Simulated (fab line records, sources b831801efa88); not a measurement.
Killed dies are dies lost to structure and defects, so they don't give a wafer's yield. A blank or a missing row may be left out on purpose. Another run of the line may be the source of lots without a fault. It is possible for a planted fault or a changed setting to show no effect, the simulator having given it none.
A sampling plan put to the test | flow sky130 | one line in one fab, 17 faults in these records, each fault weighed on the records of the lots it struck
What counts as the plan is the set of the line's own looks, namely the steps on the route at which a gauge or an inspection reads a wafer and does not change it. A look is open to judgement when struck wafers have a number at it and the file gives its usual mean and standard deviation on fault-free wafers. Caught: at a look after the fault's first step, the mean of the struck wafers lies 4 or more of those standard deviations (sigma) from the usual mean. On the tool: the test repeated on the tool's own readings taken at the fault's steps. Caught also covers a different recipe on the struck wafers, or a record left blank for those wafers only.

THE FAULTS, as the simulator had put them in
1. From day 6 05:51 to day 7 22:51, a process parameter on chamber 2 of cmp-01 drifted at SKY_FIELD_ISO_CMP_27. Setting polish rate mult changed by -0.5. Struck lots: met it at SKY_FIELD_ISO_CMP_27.
2. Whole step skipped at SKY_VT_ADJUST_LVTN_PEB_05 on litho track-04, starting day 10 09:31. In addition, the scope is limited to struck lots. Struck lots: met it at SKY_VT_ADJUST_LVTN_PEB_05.
3. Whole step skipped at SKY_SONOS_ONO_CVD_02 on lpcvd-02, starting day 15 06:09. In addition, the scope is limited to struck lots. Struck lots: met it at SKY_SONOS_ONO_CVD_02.
4. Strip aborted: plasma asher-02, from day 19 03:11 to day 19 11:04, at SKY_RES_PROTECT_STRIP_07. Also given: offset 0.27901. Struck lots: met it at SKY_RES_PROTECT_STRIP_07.
5. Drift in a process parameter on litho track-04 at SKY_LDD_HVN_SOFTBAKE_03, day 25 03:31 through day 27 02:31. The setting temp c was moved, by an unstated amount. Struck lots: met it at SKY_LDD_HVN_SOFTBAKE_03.
6. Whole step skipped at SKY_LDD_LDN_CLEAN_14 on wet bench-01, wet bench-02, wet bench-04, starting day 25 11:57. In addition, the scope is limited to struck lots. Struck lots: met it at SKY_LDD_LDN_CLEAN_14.
7. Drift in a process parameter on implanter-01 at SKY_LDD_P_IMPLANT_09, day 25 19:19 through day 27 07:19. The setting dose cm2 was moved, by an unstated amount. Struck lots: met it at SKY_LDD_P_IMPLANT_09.
8. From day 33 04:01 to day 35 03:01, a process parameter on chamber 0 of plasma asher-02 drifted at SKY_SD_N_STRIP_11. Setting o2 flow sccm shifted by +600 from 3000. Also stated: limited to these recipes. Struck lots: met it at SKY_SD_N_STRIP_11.
9. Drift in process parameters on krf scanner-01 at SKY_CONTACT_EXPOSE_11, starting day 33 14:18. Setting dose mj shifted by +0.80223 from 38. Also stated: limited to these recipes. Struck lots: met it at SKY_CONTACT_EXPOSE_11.
10. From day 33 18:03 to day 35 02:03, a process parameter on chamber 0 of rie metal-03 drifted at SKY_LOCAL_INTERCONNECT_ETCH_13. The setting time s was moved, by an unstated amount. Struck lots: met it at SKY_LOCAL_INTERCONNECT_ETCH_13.
11. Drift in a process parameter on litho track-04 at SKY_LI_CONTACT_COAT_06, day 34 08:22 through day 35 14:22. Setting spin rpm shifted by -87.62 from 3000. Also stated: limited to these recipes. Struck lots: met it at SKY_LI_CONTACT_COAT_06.
12. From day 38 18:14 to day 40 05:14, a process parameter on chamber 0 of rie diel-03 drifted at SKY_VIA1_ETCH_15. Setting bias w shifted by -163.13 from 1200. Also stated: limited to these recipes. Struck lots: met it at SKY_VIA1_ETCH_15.
13. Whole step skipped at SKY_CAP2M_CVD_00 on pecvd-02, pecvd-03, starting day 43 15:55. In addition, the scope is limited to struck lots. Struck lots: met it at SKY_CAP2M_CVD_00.
14. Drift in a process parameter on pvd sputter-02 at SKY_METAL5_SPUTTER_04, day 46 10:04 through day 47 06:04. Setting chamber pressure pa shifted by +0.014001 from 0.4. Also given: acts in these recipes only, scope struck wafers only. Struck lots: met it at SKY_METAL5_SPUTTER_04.
15. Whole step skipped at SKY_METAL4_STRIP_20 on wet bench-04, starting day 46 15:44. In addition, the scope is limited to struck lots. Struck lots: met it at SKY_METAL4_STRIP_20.
16. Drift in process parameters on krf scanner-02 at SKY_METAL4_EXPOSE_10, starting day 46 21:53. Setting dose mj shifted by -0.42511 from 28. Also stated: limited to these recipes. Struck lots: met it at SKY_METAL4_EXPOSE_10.
17. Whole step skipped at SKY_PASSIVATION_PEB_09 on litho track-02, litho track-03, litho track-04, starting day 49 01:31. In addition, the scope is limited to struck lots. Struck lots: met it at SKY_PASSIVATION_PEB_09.

WHAT THE PLAN SAW
fault | on the tool itself                               | first look that catches it                      | reading, sigma | median hours from its first step to that look | hours from the fault's start to the first struck lot there | judged looks passed uncaught
1     | time to endpoint s +33 sigma                     | no look after it can be judged                  | -              | -                                             | -                                                          | 0
2     | the tool's record is blank for the struck wafers | no look after it can be judged                  | -              | -                                             | -                                                          | 0
3     | the tool's record is blank for the struck wafers | no look after it can be judged                  | -              | -                                             | -                                                          | 0
4     | oes product au +23 sigma                         | no look after it can be judged                  | -              | -                                             | -                                                          | 0
5     | heater power total W -13 sigma                   | none of the 2 looks that can be judged after it | -              | -                                             | -                                                          | 2
6     | the tool's record is blank for the struck wafers | none of the 3 looks that can be judged after it | -              | -                                             | -                                                          | 3
7     | dose ions cm2 +39 sigma                          | not the one look that can be judged after it    | -              | -                                             | -                                                          | 1
8     | o2 flow sccm +72 sigma                           | no look after it can be judged                  | -              | -                                             | -                                                          | 0
9     | exposure dose mJ cm2 +18 sigma                   | not the one look that can be judged after it    | -              | -                                             | -                                                          | 1
10    | oes product au +7.6 sigma                        | no look after it can be judged                  | -              | -                                             | -                                                          | 0
11    | spin speed rpm -48 sigma                         | no look after it can be judged                  | -              | -                                             | -                                                          | 0
12    | bias w -43 sigma                                 | no look after it can be judged                  | -              | -                                             | -                                                          | 0
13    | the tool's record is blank for the struck wafers | no look after it can be judged                  | -              | -                                             | -                                                          | 0
14    | chamber pressure pa +17 sigma                    | not the one look that can be judged after it    | -              | -                                             | -                                                          | 1
15    | the tool's record is blank for the struck wafers | no look after it can be judged                  | -              | -                                             | -                                                          | 0
16    | exposure dose mJ cm2 -12 sigma                   | no look after it can be judged                  | -              | -                                             | -                                                          | 0
17    | the tool's record is blank for the struck wafers | no look after it can be judged                  | -              | -                                             | -                                                          | 0
A dash: the fault isn't caught, or these records don't give the number.

Caught at a look: 0 of 17. Caught on the tool: 17 of 17. By one or the other: 17 of 17.
Faults 1, 2, 3, 4, 5, 6, 7, 8, 9, 10, 11, 12, 13, 14, 15, 16, 17 were caught on the tool alone.
